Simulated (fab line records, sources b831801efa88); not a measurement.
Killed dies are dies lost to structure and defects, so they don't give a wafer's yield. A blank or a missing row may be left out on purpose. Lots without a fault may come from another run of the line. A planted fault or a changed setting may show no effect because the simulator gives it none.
fab line records | flow sky130
record lots=6 wafers=18 last_day=50
route steps=708 shown LDD_LDN@302 SPACER@304 POLY_CUT@307
lots that met no fault: from a run of the same line without faults
start_h: hours from the record's first day to the start of the lot's first wafer shown | wait_h: hours since the lot's step before | " the same as in the row above | L1.1+2: a row that stands for several wafers | - no value, or no start given | * or withheld: withheld | < > ~ a bound
route shown NAME@n: a module of which the file shows steps, and the number in the route of the first | usual: mean/standard deviation of fault-free wafers | same: alike in all rows | chamber/n: place in a boat | sites: the reading at each site | _std_site: their standard deviation | _edge_site: outer sites' mean less inner sites' | radius_mm: how far each site lies from the wafer's centre | mask NAME#n: copy n | behind: the tool/chamber that last shaped the wafer | hold: why the lot was held/for how many hours/how that ended | device: the transistor (n, p or np) that didn't switch | end of line: the same wafers' tests at the end of the route | a step without rows: its recipe alone | killed: dies lost to structure and defects at the first sort, not the wafer's yield | map: a wafer's dies, x killed, . not, _ none there
set.NAME: the setting as run; set.NAME@STEP: as run at that earlier step | model.NAME: the simulator's own value behind a step, which no gauge read
lots at some steps of the route; a table a step, a row a wafer
services: from which hour (start_h, from the record's first day; less than 0 if before it) a tool's chamber was out of use, for how many hours, and why
## steps
# step SKY_LDD_LDN_TW_MEAS_13
# usual LDD_LDN_TW=1476/14
# columns lot.wafer tool chamber start_h wait_h LDD_LDN_TW
L269.2 film_metro-02 - 564.16 0.1 1483
L269.4 " - " " 1489
L269.5 " - " " 1475
L275.2 film_metro-02 - 622.47 0.1 1482
L275.3 " - " " 1485
L275.4 " - " " 1477
L277.2 film_metro-03 - 630.96 0.1 1453
L277.3 " - " " 1465
L277.5 " - " " 1463
L278.1 film_metro-02 - 644.22 0.1 1481
L278.2 " - " " 1488
L278.3 " - " " 1484
L280.3 film_metro-04 - 654.62 0.1 1493
L280.4 " - " " 1489
L280.6 " - " " 1494
L285.2 film_metro-04 - 730.53 0.1 1497
L285.4 " - " " 1497
L285.6 " - " " 1487
# step SKY_LDD_LDN_CLEAN_14
# recipe chemistry=SC1/SC2 mix=1:4:20 temp_c=70 time_s=150 dry=n2_spin
# step SKY_SPACER_CVD_00
# recipe material=Si3N4 precursor=DCS/NH3 target_thk_nm=43.1 temp_c=770 time_s=740 pressure_mtorr=250
# step SKY_SPACER_THK_MEAS_01
# recipe reads=Si3N4_of_SPACER_CVD_00
# usual SPACER_CVD_00_THK=42.9/0.35
# columns lot.wafer tool chamber start_h wait_h SPACER_CVD_00_THK[nm]
L269.2 film_metro-01 - 566.70 0.0 43.7
L269.4 " - " " 43.4
L269.5 " - " " 43.8
L275.2 film_metro-01 - 625.78 0.0 43.0
L275.3 " - " " 43.2
L275.4 " - " " 42.8
L277.2 film_metro-03 - 632.88 0.0 43.1
L277.3 " - " " 43.0
L277.5 " - " " 43.3
L278.1 film_metro-03 - 646.55 0.0 42.6
L278.2 " - " " 42.7
L278.3 " - " " 42.8
L280.3 film_metro-04 - 656.34 0.0 42.6
L280.4 " - " " 43.0
L280.6 " - " " 43.0
L285.2 film_metro-01 - 733.23 0.0 42.9
L285.4 " - " " 42.9
L285.6 " - " " 42.8
# step SKY_SPACER_ETCHBACK_02
# recipe chemistry=CH3F/O2 target=Si3N4 stop_on=SiO2 source_w=400 bias_w=80 pressure_mtorr=25 ch3f_flow_sccm=40 O2_flow_sccm=30 time_s=46.7 target_depth_a=450
# usual drypump_motor_current_A=5.5/0.41 oes_product_au=0.853/0.006 rf_fwd_power_W=396.0/2.1 throttle_valve_pct=10.561/0.0094
# columns lot.wafer tool chamber start_h wait_h drypump_motor_current_A oes_product_au rf_fwd_power_W rf_hours_counter_h throttle_valve_pct
L269.2 rie_diel-04 2 566.75 0.0 5.8 0.861 396.1 71 10.561
L269.4 " 1 " " 4.9 0.856 393.0 5 10.553
L269.5 " 2 " " 5.7 0.858 397.5 - 10.564
L275.2 rie_diel-02 3 625.83 0.0 5.9 0.848 396.0 38 10.556
L275.3 " 2 " " 5.3 0.864 396.4 9 10.542
L275.4 " 1 " " 5.5 0.847 392.9 54 10.558
L277.2 rie_diel-02 2 632.93 0.0 5.3 0.855 398.0 9 10.548
L277.3 " 1 " " 5.5 0.854 397.0 55 10.565
L277.5 " 3 " " 5.9 0.860 397.1 - 10.548
L278.1 rie_diel-04 3 646.61 0.1 5.2 0.851 396.5 5 10.544
L278.2 " 0 " " 5.6 0.858 391.4 55 10.570
L278.3 " 1 " " 4.8 0.851 390.7 6 10.563
L280.3 rie_diel-01 2 656.38 0.0 6.2 0.840 397.7 38 10.554
L280.4 " 0 " " 4.9 0.852 395.8 46 10.571
L280.6 " 3 " " 5.6 0.858 395.2 - 10.569
L285.2 rie_diel-04 1 733.28 0.0 4.9 0.856 392.2 8 10.574
L285.4 " 3 " " 5.2 0.853 397.0 7 10.556
L285.6 " 2 " " 5.7 0.846 399.1 - 10.565
# step SKY_POLY_CUT_DEHYDRATE_00
# recipe temp_c=200 time_s=60
# step SKY_POLY_CUT_HMDS_01
# recipe prime_time_s=60 prime_temp_c=120
# step SKY_POLY_CUT_COAT_02
# recipe resist=BARC temp_c=withheld time_s=withheld spin_rpm=3000 resist_thk_nm=60
# step SKY_POLY_CUT_COAT_03
# recipe resist=KrF-thick spin_rpm=3000 resist_thk_nm=450
# step SKY_POLY_CUT_SOFTBAKE_04
# recipe temp_c=100 time_s=90 resist=KrF-thick
# step SKY_POLY_CUT_EXPOSE_05
# recipe mask_id=NPCM na=0.8 source_shape=annular sigma_inner=0.55 sigma_outer=0.85 target_cd_nm=270 dose_mj=32
# step SKY_POLY_CUT_PEB_06
# recipe peb_temp_c=withheld peb_time_s=withheld resist=KrF-thick
# step SKY_POLY_CUT_DEVELOP_07
# recipe develop_time_s=60 resist=KrF-thick dev_temp_c=21
# usual chill_plate_temp_C=22.99/0.11 develop_time_s=60/0 resist_line_temp_C=23.01/0.11
# columns lot.wafer tool chamber start_h wait_h chill_plate_temp_C develop_time_s resist_line_temp_C model.KrF-thick_of_POLY_CUT_COAT_03.thk_nm
L269.2 litho_track-03 0 597 - 23.09 60 23.00 435.3
L269.4 " 0 " " 22.96 60 22.89 435.9
L269.5 " 0 " " 23.13 60 22.89 434.9
L275.2 litho_track-02 - 654 - - - - 451.7
L275.3 " - " " - - - 451.4
L275.4 " - " " - - - 449.1
L277.2 litho_track-03 - 661 - - - - 448
L277.3 " - " " - - - 448.3
L277.5 " - " " - - - 447.5
L278.1 litho_track-03 0 675 - 22.86 60 23.07 437.6
L278.2 " 0 " " 23.03 60 23.01 436.5
L278.3 " 0 " " 23.03 60 22.98 434.9
L280.3 litho_track-02 0 684 - 22.93 60 23.12 437.2
L280.4 " 0 " " 22.93 60 23.19 436.1
L280.6 " 0 " " 22.96 60 23.12 436.9
L285.2 litho_track-02 0 760 - 23.01 60 23.10 433.4
L285.4 " 0 " " 22.81 60 23.09 433.9
L285.6 " 0 " " 22.97 60 22.95 432.4
# step SKY_POLY_CUT_CD_MEAS_08
# recipe target_cd_nm=270
# usual cd_nm=269.8/1.5
# columns lot.wafer tool chamber start_h wait_h cd_nm
L269.2 cd_sem-01 - 597.18 - 270.2
L269.4 " - " " 270.3
L269.5 " - " " 271.4
L275.2 cd_sem-02 - 654.40 - -
L275.3 " - " " -
L275.4 " - " " -
L277.2 cd_sem-01 - 661.58 - -
L277.3 " - " " -
L277.5 " - " " -
L278.1 cd_sem-01 - 675.31 - 268.2
L278.2 " - " " 266.1
L278.3 " - " " 268.3
L280.3 cd_sem-01 - 684.27 - 268.5
L280.4 " - " " 270.4
L280.6 " - " " 269.4
L285.2 cd_sem-01 - 760.30 - 270.1
L285.4 " - " " 271.1
L285.6 " - " " 271.0
## services
# columns tool chamber start_h hours kind
rie_diel-02 3 574.51 5.1 repair
rie_diel-02 - 580.90 0.7 repair
rie_diel-01 3 586.17 - clean
rie_diel-01 3 586.17 25.4 scheduled_down
rie_diel-01 3 586.17 25.4 vent_cycle
rie_diel-02 - 588.63 1.1 repair
rie_diel-04 2 588.98 - clean
rie_diel-04 2 588.98 28.4 scheduled_down
rie_diel-04 2 588.98 28.4 vent_cycle
rie_diel-04 - 631.61 10.0 pm
rie_diel-02 0 640.29 13.0 repair
rie_diel-04 - 669.67 2.8 pm
rie_diel-04 0 680.85 - clean
rie_diel-04 0 680.85 14.5 scheduled_down
rie_diel-04 0 680.85 14.5 vent_cycle
rie_diel-02 1 684.84 - clean
rie_diel-02 1 684.84 16.2 scheduled_down
rie_diel-02 1 684.84 16.2 vent_cycle
rie_diel-02 3 730.41 7.5 repair
rie_diel-01 0 747.72 - clean
rie_diel-01 0 747.72 16.8 scheduled_down
rie_diel-01 0 747.72 16.8 vent_cycle
## key
first_sign step=SKY_POLY_CUT_DEVELOP_07 reading=tool_record direction=missing
effect none on later readings
model_effect step=SKY_POLY_CUT_DEVELOP_07 value=KrF-thick_of_POLY_CUT_COAT_03.thk_nm without=435.3 struck=449.4
met_at SKY_POLY_CUT_DEVELOP_07
struck_wafers L275.2,L275.3,L275.4,L277.2,L277.3,L277.5
later_rows_left_out L275.2,L275.3,L275.4,L277.2,L277.3,L277.5
sort_left_out L275.2,L275.3,L275.4,L277.2,L277.3,L277.5
tester_left_out L275,L277
onset_between 597 654
fault kind=skipped_step_whole tool=litho_track-02,litho_track-03 chamber=- onset_h=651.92 steps=SKY_POLY_CUT_DEVELOP_07 scope=struck_lots_only
# tester_left_out: of these lots the tester's yield and bins aren't shown, on N5 and GAA mostly nor the transistor test; their killed dies are dies lost to structure and defects alone, not to doping, threshold or leakage, so they don't give the yield
# sort_left_out: the simulated sort isn't trusted on such a fault, so these wafers' sort isn't shown, and their yield isn't known
# later_rows_left_out: the simulator's readings of these wafers behind a module that went badly wrong aren't trusted and aren't shown, but for the sort
